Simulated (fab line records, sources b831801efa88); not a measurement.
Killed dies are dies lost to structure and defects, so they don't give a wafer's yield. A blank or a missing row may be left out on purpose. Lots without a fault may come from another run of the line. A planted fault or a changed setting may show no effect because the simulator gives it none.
fab line records | flow gf180mcu
record lots=24 wafers=72 last_day=34
route steps=602 shown M4@473 V4@477 V5@556 TOP_METAL@568 PASSIVATION@601
lots that met no fault: from a run of the same line without faults
start_h: hours from the record's first day to the start of the lot's first wafer shown | wait_h: hours since the lot's step before | " the same as in the row above | L1.1+2: a row that stands for several wafers | - no value, or no start given | * or withheld: withheld | < > ~ a bound
route shown NAME@n: a module of which the file shows steps, and the number in the route of the first | usual: mean/standard deviation of fault-free wafers | same: alike in all rows | chamber/n: place in a boat | sites: the reading at each site | _std_site: their standard deviation | _edge_site: outer sites' mean less inner sites' | radius_mm: how far each site lies from the wafer's centre | mask NAME#n: copy n | behind: the tool/chamber that last shaped the wafer | hold: why the lot was held/for how many hours/how that ended | device: the transistor (n, p or np) that didn't switch | end of line: the same wafers' tests at the end of the route | a step without rows: its recipe alone | killed: dies lost to structure and defects at the first sort, not the wafer's yield | map: a wafer's dies, x killed, . not, _ none there
set.NAME: the setting as run; set.NAME@STEP: as run at that earlier step | model.NAME: the simulator's own value behind a step, which no gauge read
steps of the route over a sample of lots; a table a step, a row a wafer
services: from which hour (start_h, from the record's first day; less than 0 if before it) a tool's chamber was out of use, for how many hours, and why
## steps
# step GF_M4_STRIP_17
# recipe chemistry=O2/N2 power_w=1400 pressure_mtorr=1500 platen_temp_c=250 o2_flow_sccm=3000 n2_flow_sccm=300 overash_fraction=0.5
# usual drypump_motor_current_A=5.5/0.63 heater_power_w=333/16 n2_flow_sccm=300.0/0.9 oes_product_au=0.537/0.0055 strip_time_to_endpoint_s=7.37/0.048
# columns lot.wafer tool chamber start_h wait_h drypump_motor_current_A heater_power_w n2_flow_sccm oes_product_au rf_hours_counter_h strip_time_to_endpoint_s
L074.3 plasma_asher-02 1 553.86 0.1 4.6 350 300.8 0.547 - 7.44
L074.4 " 0 " " 5.1 353 299.1 0.537 - 7.37
L074.6 " 0 " " 5.0 354 299.0 0.538 - 7.40
L075.1 plasma_asher-04 0 554.16 0.1 5.5 317 300.7 0.540 12 7.37
L075.2 " 1 " " 6.4 328 300.1 0.537 12 7.46
L075.5 " 1 " " 6.4 338 299.9 0.529 - 7.37
L076.2 plasma_asher-04 1 566.29 0.1 6.4 335 300.2 0.546 13 7.39
L076.5 " 1 " " 6.4 335 298.5 0.534 - 7.30
L076.6 " 0 " " 5.5 311 300.3 0.540 - 7.42
L077.2 plasma_asher-02 1 571.86 0.1 4.7 348 301.7 0.539 94 7.30
L077.3 " 1 " " 4.7 350 300.9 0.530 - 7.30
L077.5 " 1 " " 4.7 346 300.2 0.539 - 7.34
L078.1 plasma_asher-02 1 576.44 0.1 4.6 337 298.8 0.540 94 7.29
L078.4 " 0 " " 5.1 351 299.2 0.532 - 7.25
L078.6 " 0 " " 5.1 349 299.2 0.536 - 7.42
L079.3 plasma_asher-04 1 578.98 0.1 6.5 336 299.5 0.529 - 7.36
L079.4 " 0 " " 5.5 315 301.0 0.545 - 7.42
L079.5 " 0 " " 5.5 320 300.9 0.548 - 7.39
L080.1 plasma_asher-04 1 591.66 0.1 6.5 335 300.9 0.534 16 7.30
L080.5 " 0 " " 5.5 321 300.3 0.544 - 7.47
L080.6 " 1 " " 6.4 338 301.0 0.526 - 7.31
L081.2 plasma_asher-02 0 597.57 0.2 5.1 355 301.7 0.540 96 7.34
L081.3 " 0 " " 5.0 357 300.9 0.540 - 7.38
L081.4 " 1 " " 4.6 353 300.5 0.544 - 7.38
L082.3 plasma_asher-02 0 608.86 0.1 5.1 351 300.2 0.532 - 7.36
L082.4 " 1 " " 4.6 350 298.9 0.540 - 7.38
L082.5 " 0 " " 5.1 354 300.0 0.535 - 7.39
L083.1 plasma_asher-02 1 626.17 0.1 4.7 360 300.1 0.539 100 7.38
L083.2 " 0 " " 5.1 351 299.4 0.539 100 7.39
L083.3 " 0 " " 5.1 351 300.5 0.529 - 7.40
L084.2 plasma_asher-04 0 627.86 0.1 5.5 329 301.6 0.544 19 7.37
L084.3 " 0 " " 5.5 318 300.4 0.543 - 7.45
L084.4 " 1 " " 6.5 329 300.1 0.532 - 7.42
L085.1 plasma_asher-04 1 631.24 0.1 6.4 337 298.9 0.544 19 7.43
L085.4 " 0 " " 5.5 320 298.9 0.539 - 7.44
L085.6 " 1 " " 6.4 332 299.7 0.530 - 7.45
L086.1 plasma_asher-03 1 639.64 0.1 5.5 330 300.9 0.541 55 7.35
L086.3 " 1 " " 5.5 331 301.4 0.531 - 7.34
L086.6 " 0 " " 6.2 316 298.8 0.546 - 7.36
L087.1 plasma_asher-02 1 649.37 0.1 4.7 350 299.5 0.529 102 7.31
L087.5 " 0 " " 5.1 362 299.5 0.533 - 7.37
L087.6 " 1 " " 4.6 348 300.5 0.530 - 7.28
L088.3 plasma_asher-04 1 654.87 0.2 6.5 335 300.0 0.542 - 7.38
L088.4 " 0 " " 5.5 323 300.6 0.538 - 7.40
L088.5 " 1 " " 6.5 328 299.8 0.535 - 7.38
L089.2 plasma_asher-03 1 657.87 0.2 5.5 327 301.4 0.542 57 7.41
L089.4 " 1 " " 5.5 326 300.3 0.547 - 7.40
L089.5 " 0 " " 6.2 320 300.4 0.541 - 7.35
L090.1 plasma_asher-03 0 663.39 0.2 6.2 315 299.4 0.539 58 7.41
L090.2 " 1 " " 5.5 328 298.8 0.543 58 7.39
L090.4 " 0 " " 6.2 307 299.0 0.531 - 7.38
L091.1 plasma_asher-03 0 672.96 0.1 6.2 319 300.2 0.542 59 7.34
L091.2 " 1 " " 5.5 333 299.6 0.539 59 7.33
L091.3 " 0 " " 6.2 311 299.8 0.530 - 7.30
L092.1 plasma_asher-04 0 676.92 0.1 5.5 314 297.5 0.536 24 7.45
L092.2 " 1 " " 6.4 336 301.5 0.534 24 7.34
L092.5 " 1 " " 6.4 333 300.7 0.533 - 7.35
L093.2 plasma_asher-03 1 689.50 0.2 5.5 316 300.1 0.537 61 7.38
L093.3 " 0 " " 6.2 310 301.3 0.538 - 7.38
L093.5 " 0 " " 6.2 315 300.8 0.535 - 7.35
L094.1 plasma_asher-02 0 693.87 0.2 5.1 348 300.3 0.529 106 7.28
L094.2 " 1 " " 4.7 357 301.3 0.536 106 7.29
L094.4 " 1 " " 4.6 342 300.0 0.540 - 7.30
L095.1 plasma_asher-03 0 700.91 0.1 6.2 318 300.0 0.547 62 7.38
L095.2 " 1 " " 5.5 323 300.7 0.535 62 7.35
L095.4 " 0 " " 6.2 312 300.7 0.534 - 7.39
L096.2 plasma_asher-03 0 706.56 0.1 6.2 312 299.5 0.537 63 7.43
L096.3 " 0 " " 6.2 318 300.4 0.521 - 7.31
L096.6 " 1 " " 5.5 325 301.4 0.537 - 7.38
L097.1 plasma_asher-02 1 710.79 0.1 4.6 347 300.6 0.542 108 7.38
L097.2 " 0 " " 5.1 342 300.2 0.539 108 7.37
L097.5 " 1 " " 4.6 347 300.2 0.541 - 7.40
# step GF_V4_THK_MEAS_01
# recipe reads=SiO2_of_V4_CVD_00
# usual V4_CVD_00_THK=603/5.4
# columns lot.wafer tool chamber start_h wait_h V4_CVD_00_THK[nm]
L074.3 film_metro-04 - 554.45 0.1 592
L074.4 " - " " 603
L074.6 " - " " 604
L075.1 film_metro-04 - 555.11 0.0 605
L075.2 " - " " 602
L075.5 " - " " 604
L076.2 film_metro-04 - 566.91 0.0 605
L076.5 " - " " 602
L076.6 " - " " 601
L077.2 film_metro-02 - 572.48 0.0 600
L077.3 " - " " 589
L077.5 " - " " 598
L078.1 film_metro-01 - 577.05 0.0 598
L078.4 " - " " 598
L078.6 " - " " 601
L079.3 film_metro-01 - 579.57 0.1 602
L079.4 " - " " 603
L079.5 " - " " 603
L080.1 film_metro-02 - 592.30 0.0 606
L080.5 " - " " 610
L080.6 " - " " 610
L081.2 film_metro-02 - 598.19 0.0 611
L081.3 " - " " 606
L081.4 " - " " 607
L082.3 film_metro-01 - 609.49 0.1 601
L082.4 " - " " 599
L082.5 " - " " 601
L083.1 film_metro-04 - 626.78 0.0 599
L083.2 " - " " 603
L083.3 " - " " 600
L084.2 film_metro-04 - 628.59 0.2 604
L084.3 " - " " 603
L084.4 " - " " 600
L085.1 film_metro-04 - 631.85 0.0 597
L085.4 " - " " 597
L085.6 " - " " 601
L086.1 film_metro-04 - 640.25 0.0 599
L086.3 " - " " 603
L086.6 " - " " 602
L087.1 film_metro-01 - 649.98 0.0 603
L087.5 " - " " 605
L087.6 " - " " 603
L088.3 film_metro-01 - 655.81 0.1 593
L088.4 " - " " 598
L088.5 " - " " 601
L089.2 film_metro-04 - 658.48 0.0 597
L089.4 " - " " 600
L089.5 " - " " 611
L090.1 film_metro-04 - 664.40 0.0 598
L090.2 " - " " 608
L090.4 " - " " 602
L091.1 film_metro-01 - 673.60 0.0 596
L091.2 " - " " 590
L091.3 " - " " 595
L092.1 film_metro-04 - 677.53 0.0 608
L092.2 " - " " 609
L092.5 " - " " 604
L093.2 film_metro-04 - 690.13 0.0 601
L093.3 " - " " 598
L093.5 " - " " 602
L094.1 film_metro-01 - 694.48 0.0 607
L094.2 " - " " 607
L094.4 " - " " 604
L095.1 film_metro-01 - 701.58 0.0 604
L095.2 " - " " 605
L095.4 " - " " 612
L096.2 film_metro-01 - 707.17 0.0 611
L096.3 " - " " 611
L096.6 " - " " 613
L097.1 film_metro-04 - 711.40 0.0 601
L097.2 " - " " 614
L097.5 " - " " 610
# step GF_V4_CMP_04
# recipe material=SiO2 down_force_psi=4 platen_rpm=60 pad_velocity_m_s=0.94248
# usual edge_zone_pressure_frac=1.000/0.0041 motor_current_A=11.4/0.67 time_to_endpoint_s=82/4.9
# columns lot.wafer tool chamber start_h wait_h edge_zone_pressure_frac motor_current_A time_to_endpoint_s
L074.3 cmp-01 1 554.62 0.0 0.991 11.6 81
L074.4 " 3 " " 1.002 11.2 89
L074.6 " 2 " " 0.997 11.0 92
L075.2 cmp-01 0 555.30 0.0 1.002 10.9 74
L075.1 " 1 " " 1.006 12.0 75
L075.5 " 1 " " 1.001 12.8 77
L076.2 cmp-01 0 567.09 0.0 0.999 11.2 78
L076.6 " 0 " " 0.999 11.1 86
L076.5 " 1 " " 0.997 12.0 87
L077.3 cmp-01 3 572.71 0.1 1.004 10.6 84
L077.2 " 1 " " 1.002 11.8 81
L077.5 " 2 " " 0.996 11.0 88
L078.4 cmp-01 2 577.24 0.0 0.997 10.8 82
L078.1 " 1 " " 0.999 11.4 76
L078.6 " 2 " " 0.998 11.1 83
L079.4 cmp-01 1 579.74 0.0 0.997 12.0 88
L079.3 " 2 " " 0.996 11.2 87
L079.5 " 1 " " 0.999 11.7 89
L080.1 cmp-02 1 592.96 0.5 1.006 11.0 73
L080.6 " 0 " " 0.995 12.1 78
L080.5 " 1 " " 1.005 11.6 81
L081.3 cmp-01 1 598.40 0.0 0.998 12.1 82
L081.2 " 3 " " 1.004 10.7 81
L081.4 " 0 " " 1.003 10.8 75
L082.4 cmp-02 1 609.70 0.1 0.998 11.2 88
L082.3 " 2 " " 1.008 10.9 76
L082.5 " 0 " " 0.996 12.7 86
L083.2 cmp-02 2 627.05 0.1 0.998 11.6 75
L083.1 " 3 " " 0.993 11.9 88
L083.3 " 0 " " 1.001 13.0 88
L084.3 cmp-01 1 628.82 0.0 0.998 12.4 80
L084.4 " 3 " " 0.998 11.5 83
L084.2 " 0 " " 1.006 11.1 76
L085.4 cmp-02 0 632.14 0.1 1.003 12.2 85
L085.1 " 1 " " 1.005 11.8 81
L085.6 " 2 " " 0.999 11.1 84
L086.1 cmp-01 3 640.44 0.1 1.000 10.3 75
L086.3 " 2 " " 0.996 11.8 72
L086.6 " 3 " " 0.997 10.4 83
L087.1 cmp-01 2 650.22 0.1 0.998 10.9 77
L087.6 " 1 " " 0.999 12.2 82
L087.5 " 2 " " 1.000 11.8 88
L088.4 cmp-02 0 655.98 0.0 1.000 12.4 85
L088.3 " 3 " " 0.997 11.9 83
L088.5 " 0 " " 0.996 11.9 82
L089.2 cmp-02 3 658.76 0.1 1.009 11.8 73
L089.4 " 0 " " 0.997 12.3 79
L089.5 " 2 " " 0.993 11.0 82
L090.4 cmp-01 1 664.59 0.0 1.004 12.1 85
L090.2 " 3 " " 0.997 10.5 85
L090.1 " 0 " " 1.001 10.8 81
L091.2 cmp-01 2 673.79 0.0 1.006 11.2 74
L091.1 " 0 " " 1.005 10.8 70
L091.3 " 1 " " 0.997 11.5 77
L092.1 cmp-01 2 677.72 0.1 1.000 10.4 78
L092.2 " 0 " " 0.987 11.0 74
L092.5 " 3 " " 1.000 10.6 88
L093.2 cmp-02 0 690.34 0.0 0.996 12.0 79
L093.3 " 1 " " 1.000 11.0 81
L093.5 " 0 " " 0.998 12.1 90
L094.2 cmp-01 0 694.70 0.0 1.001 11.1 76
L094.1 " 2 " " 1.007 10.6 79
L094.4 " 3 " " 1.006 10.3 85
L095.1 cmp-02 0 701.77 0.1 1.000 12.7 79
L095.4 " 1 " " 0.998 11.6 85
L095.2 " 3 " " 1.001 12.4 77
L096.3 cmp-02 3 707.40 0.1 0.995 11.9 81
L096.2 " 1 " " 0.997 11.7 79
L096.6 " 2 " " 0.995 11.1 82
L097.1 cmp-01 1 711.69 0.1 0.997 11.5 85
L097.2 " 2 " " 0.996 11.4 90
L097.5 " 0 " " 0.992 11.3 94
# step GF_V5_ETCH_16
# recipe chemistry=N2/H2 target_depth_a=withheld overetch_a=withheld time_s=withheld target=BARC ion_energy_ev=200 source_w=500 bias_w=100 pressure_mtorr=30 n2_flow_sccm=100 h2_flow_sccm=200
# usual drypump_motor_current_A=5.6/0.44 n2_flow_sccm=100.0/0.31 oes_product_au=0.856/0.005 throttle_valve_pct=13.225/0.0091
# columns lot.wafer tool chamber start_h wait_h drypump_motor_current_A n2_flow_sccm oes_product_au throttle_valve_pct
L074.3 rie_diel-02 3 642.54 0.0 5.4 100.3 0.853 13.221
L074.4 " 1 " " 5.3 100.5 0.857 13.210
L074.6 " 0 " " 5.7 99.9 0.853 13.224
L075.1 rie_diel-03 0 643.43 0.0 5.4 100.0 0.850 13.225
L075.2 " 3 " " 5.9 99.6 0.846 13.240
L075.5 " 1 " " 5.5 100.3 0.848 13.211
L076.2 rie_diel-03 2 654.31 0.0 4.8 100.3 0.853 13.226
L076.5 " 2 " " 4.8 100.1 0.854 13.241
L076.6 " 1 " " 5.5 100.0 0.854 13.220
L077.2 rie_diel-03 1 659.19 0.0 5.4 99.8 0.854 13.211
L077.3 " 3 " " 5.9 99.8 0.851 13.227
L077.5 " 2 " " 4.8 99.7 0.853 13.211
L078.1 rie_diel-04 3 663.48 0.0 6.0 100.3 0.860 13.227
L078.4 " 1 " " 5.6 100.1 0.850 13.225
L078.6 " 1 " " 5.5 99.8 0.869 13.241
L079.3 rie_diel-04 0 666.28 0.0 5.2 100.6 0.859 13.218
L079.4 " 2 " " 6.5 100.3 0.856 13.222
L079.5 " 0 " " 5.2 100.0 0.861 13.219
L080.1 rie_diel-04 1 677.94 0.0 5.6 100.3 0.857 13.214
L080.5 " 2 " " 6.5 99.8 0.847 13.225
L080.6 " 3 " " 6.0 100.1 0.855 13.213
L081.2 rie_diel-04 0 684.13 0.0 5.3 100.1 0.857 13.219
L081.3 " 2 " " 6.5 99.9 0.864 13.213
L081.4 " 3 " " 6.0 99.9 0.854 13.220
L082.3 rie_diel-04 2 694.31 0.0 6.6 100.3 0.859 13.215
L082.4 " 3 " " 6.1 99.6 0.854 13.220
L082.5 " 0 " " 5.2 99.6 0.861 13.242
L083.1 rie_diel-02 2 707.86 0.0 6.2 99.8 0.853 13.218
L083.2 " 1 " " 5.3 99.9 0.860 13.222
L083.3 " 0 " " 5.6 100.1 0.861 13.214
L084.2 rie_diel-04 3 711.79 0.0 6.0 99.0 0.856 13.218
L084.3 " 1 " " 5.5 99.8 0.854 13.241
L084.4 " 0 " " 5.2 100.7 0.859 13.212
L085.1 rie_diel-04 0 715.24 0.0 5.2 100.3 0.854 13.238
L085.4 " 1 " " 5.5 99.7 0.862 13.218
L085.6 " 2 " " 6.5 99.7 0.859 13.225
L086.1 rie_diel-03 3 721.46 0.0 5.9 100.1 0.862 13.230
L086.3 " 1 " " 5.5 100.4 0.860 13.222
L086.6 " 3 " " 5.9 100.2 0.862 13.228
L087.1 rie_diel-02 3 731.34 0.0 5.4 99.9 0.860 13.228
L087.5 " 2 " " 6.2 100.3 0.855 13.236
L087.6 " 3 " " 5.3 100.0 0.852 13.241
L088.3 rie_diel-03 0 734.86 0.0 5.4 100.2 0.851 13.224
L088.4 " 0 " " 5.4 99.2 0.862 13.222
L088.5 " 1 " " 5.5 100.0 0.853 13.215
L089.2 rie_diel-02 1 736.86 0.0 5.3 99.8 0.849 13.224
L089.4 " 0 " " 5.7 100.5 0.851 13.212
L089.5 " 3 " " 5.3 99.7 0.854 13.227
L090.1 rie_diel-03 1 743.26 0.0 5.4 100.0 0.858 13.217
L090.2 " 0 " " 5.4 99.7 0.850 13.215
L090.4 " 3 " " 5.9 100.2 0.844 13.235
L091.1 rie_diel-02 1 751.36 0.0 5.3 99.6 0.851 13.230
L091.2 " 0 " " 5.6 100.3 0.856 13.245
L091.3 " 3 " " 5.3 100.2 0.848 13.228
L092.1 rie_diel-02 0 754.56 0.0 5.7 100.0 0.860 13.229
L092.2 " 1 " " 5.3 99.9 0.850 13.228
L092.5 " 2 " " 6.2 100.0 0.851 13.236
L093.2 rie_diel-02 1 764.88 0.0 5.3 99.9 0.861 13.224
L093.3 " 0 " " 5.7 100.3 0.861 13.232
L093.5 " 2 " " 6.2 99.9 0.867 13.214
L094.1 rie_diel-04 1 767.84 0.0 5.6 99.5 0.862 13.235
L094.2 " 2 " " 6.5 99.5 0.866 13.220
L094.4 " 3 " " 6.0 99.7 0.860 13.229
L095.1 rie_diel-02 1 774.66 0.0 5.3 99.9 0.865 13.237
L095.2 " 0 " " 5.7 99.9 0.843 13.218
L095.4 " 2 " " 6.2 99.8 0.863 13.222
L096.2 rie_diel-02 2 779.81 0.0 6.2 99.9 0.852 13.240
L096.3 " 0 " " 5.7 99.8 0.856 13.227
L096.6 " 2 " " 6.2 99.9 0.851 13.231
L097.1 rie_diel-02 2 782.41 0.0 6.2 100.0 0.857 13.221
L097.2 " 3 " " 5.3 99.9 0.852 13.224
L097.5 " 2 " " 6.2 99.9 0.861 13.234
# step GF_TOP_METAL_SPUTTER_01
# recipe material=TiN target_thk_nm=30 power_w=6500 time_s=25 chamber_pressure_pa=0.4
# usual throttle_valve_pct=30.5/0.8
# same time_s=25
# columns lot.wafer tool chamber start_h wait_h throttle_valve_pct
L074.3 pvd_sputter-03 - 644.02 0.1 30.4
L074.4 " - " " 30.2
L074.6 " - " " 30.5
L075.1 pvd_sputter-04 - 644.91 0.1 30.7
L075.2 " - " " 31.4
L075.5 " - " " 30.9
L076.2 pvd_sputter-01 - 655.82 0.1 29.4
L076.5 " - " " 30.3
L076.6 " - " " 29.6
L077.2 pvd_sputter-03 - 660.78 0.1 30.6
L077.3 " - " " 32.0
L077.5 " - " " 30.6
L078.1 pvd_sputter-01 - 665.38 0.1 29.5
L078.4 " - " " 29.7
L078.6 " - " " 29.2
L079.3 pvd_sputter-01 - 667.78 0.1 29.6
L079.4 " - " " 29.2
L079.5 " - " " 29.3
L080.1 pvd_sputter-01 - 679.45 0.1 29.5
L080.5 " - " " 29.6
L080.6 " - " " 29.9
L081.2 pvd_sputter-03 - 685.68 0.1 30.6
L081.3 " - " " 32.4
L081.4 " - " " 30.3
L082.3 pvd_sputter-04 - 695.82 0.1 30.4
L082.4 " - " " 31.4
L082.5 " - " " 30.8
L083.1 pvd_sputter-04 - 709.34 0.1 30.9
L083.2 " - " " 31.3
L083.3 " - " " 30.6
L084.2 pvd_sputter-01 - 713.29 0.1 29.4
L084.3 " - " " 30.1
L084.4 " - " " 29.4
L085.1 pvd_sputter-03 - 716.72 0.1 30.6
L085.4 " - " " 30.1
L085.6 " - " " 31.9
L086.1 pvd_sputter-03 - 722.94 0.1 30.5
L086.3 " - " " 30.6
L086.6 " - " " 32.2
L087.1 pvd_sputter-01 - 732.82 0.1 29.6
L087.5 " - " " 30.2
L087.6 " - " " 29.6
L088.3 pvd_sputter-03 - 736.34 0.1 30.5
L088.4 " - " " 32.0
L088.5 " - " " 30.2
L089.2 pvd_sputter-04 - 738.34 0.1 30.9
L089.4 " - " " 31.4
L089.5 " - " " 30.7
L090.1 pvd_sputter-04 - 744.76 0.1 30.8
L090.2 " - " " 31.4
L090.4 " - " " 30.6
L091.1 pvd_sputter-04 - 752.84 0.1 31.2
L091.2 " - " " 31.1
L091.3 " - " " 31.2
L092.1 pvd_sputter-01 - 756.14 0.1 29.5
L092.2 " - " " 29.7
L092.5 " - " " 29.8
L093.2 pvd_sputter-03 - 766.36 0.1 30.4
L093.3 " - " " 32.1
L093.5 " - " " 32.2
L094.1 pvd_sputter-01 - 769.35 0.1 29.4
L094.2 " - " " 30.0
L094.4 " - " " 29.4
L095.1 pvd_sputter-01 - 776.15 0.1 29.3
L095.2 " - " " 29.5
L095.4 " - " " 30.2
L096.2 pvd_sputter-04 - 781.29 0.1 31.2
L096.3 " - " " 31.4
L096.6 " - " " 30.6
L097.1 pvd_sputter-04 - 783.98 0.1 30.8
L097.2 " - " " 30.7
L097.5 " - " " 30.9
# step GF_PASSIVATION_BOW_MEAS_14
# recipe mode=bow
# usual PASSIVATION_BOW=136/8.4
# columns lot.wafer tool chamber start_h wait_h PASSIVATION_BOW[um]
L074.3 film_metro-02 - 687.43 0.0 140
L074.4 " - " " 135
L074.6 " - " " 144
L075.1 film_metro-04 - 688.89 0.0 126
L075.2 " - " " 130
L075.5 " - " " 130
L076.2 film_metro-01 - 698.26 0.0 141
L076.5 " - " " 146
L076.6 " - " " 154
L077.2 film_metro-02 - 703.31 0.0 129
L077.3 " - " " 133
L077.5 " - " " 143
L078.1 film_metro-02 - 706.52 0.0 141
L078.4 " - " " 144
L078.6 " - " " 144
L079.3 film_metro-02 - 709.53 0.0 142
L079.4 " - " " 137
L079.5 " - " " 141
L080.1 film_metro-04 - 719.79 0.0 136
L080.5 " - " " 126
L080.6 " - " " 134
L081.2 film_metro-04 - 725.26 0.0 124
L081.3 " - " " 128
L081.4 " - " " 130
L082.3 film_metro-02 - 735.03 0.0 132
L082.4 " - " " 118
L082.5 " - " " 121
L083.1 film_metro-02 - 747.78 0.0 134
L083.2 " - " " 135
L083.3 " - " " 130
L084.2 film_metro-02 - 751.84 0.0 139
L084.3 " - " " 127
L084.4 " - " " 142
L085.1 film_metro-04 - 754.72 0.0 133
L085.4 " - " " 145
L085.6 " - " " 137
L086.1 film_metro-04 - 761.14 0.0 123
L086.3 " - " " 129
L086.6 " - " " 121
L087.1 film_metro-02 - 770.02 0.0 132
L087.5 " - " " 135
L087.6 " - " " 134
L088.3 film_metro-01 - 772.97 0.0 135
L088.4 " - " " 131
L088.5 " - " " 134
L089.2 film_metro-01 - 774.80 0.0 138
L089.4 " - " " 141
L089.5 " - " " 138
L090.1 film_metro-01 - 780.57 0.0 149
L090.2 " - " " 148
L090.4 " - " " 154
L091.1 film_metro-02 - 788.02 0.0 139
L091.2 " - " " 131
L091.3 " - " " 138
L092.1 film_metro-01 - 791.02 0.0 153
L092.2 " - " " 145
L092.5 " - " " 143
L093.2 film_metro-01 - 800.19 0.0 137
L093.3 " - " " 139
L093.5 " - " " 134
L094.1 film_metro-02 - 803.97 0.0 138
L094.2 " - " " 127
L094.4 " - " " 125
L095.1 film_metro-02 - 810.07 0.0 145
L095.2 " - " " 138
L095.4 " - " " 145
L096.2 film_metro-02 - 814.24 0.0 133
L096.3 " - " " 133
L096.6 " - " " 148
L097.1 film_metro-02 - 816.62 0.0 141
L097.2 " - " " 143
L097.5 " - " " 140
## services
# columns tool chamber start_h hours kind
cmp-01 - 561.02 1.3 repair
rie_diel-04 1 566.66 8.3 repair
cmp-02 - 572.12 4.0 pm
cmp-02 - 577.18 4.2 pm
rie_diel-04 3 589.43 5.4 repair
cmp-01 - 590.72 5.5 repair
plasma_asher-04 - 594.01 8.7 repair
rie_diel-02 0 609.95 13.5 repair
plasma_asher-04 - 612.44 2.8 pm
rie_diel-03 - 613.53 2.8 pm
cmp-02 - 623.25 0.5 repair
rie_diel-03 2 638.54 7.6 repair
pvd_sputter-03 - 647.45 1.2 repair
cmp-02 - 650.28 0.6 repair
rie_diel-02 - 652.42 28.1 pm
cmp-01 - 668.33 0.9 repair
pvd_sputter-04 - 675.67 5.4 repair
cmp-01 - 688.52 0.2 repair
pvd_sputter-04 - 690.43 2.2 repair
plasma_asher-02 - 717.61 0.7 repair
pvd_sputter-03 - 730.99 3.0 repair
plasma_asher-02 - 733.75 9.0 pm
cmp-02 - 734.57 2.4 repair
cmp-01 - 754.06 4.0 pm
## key
fault none
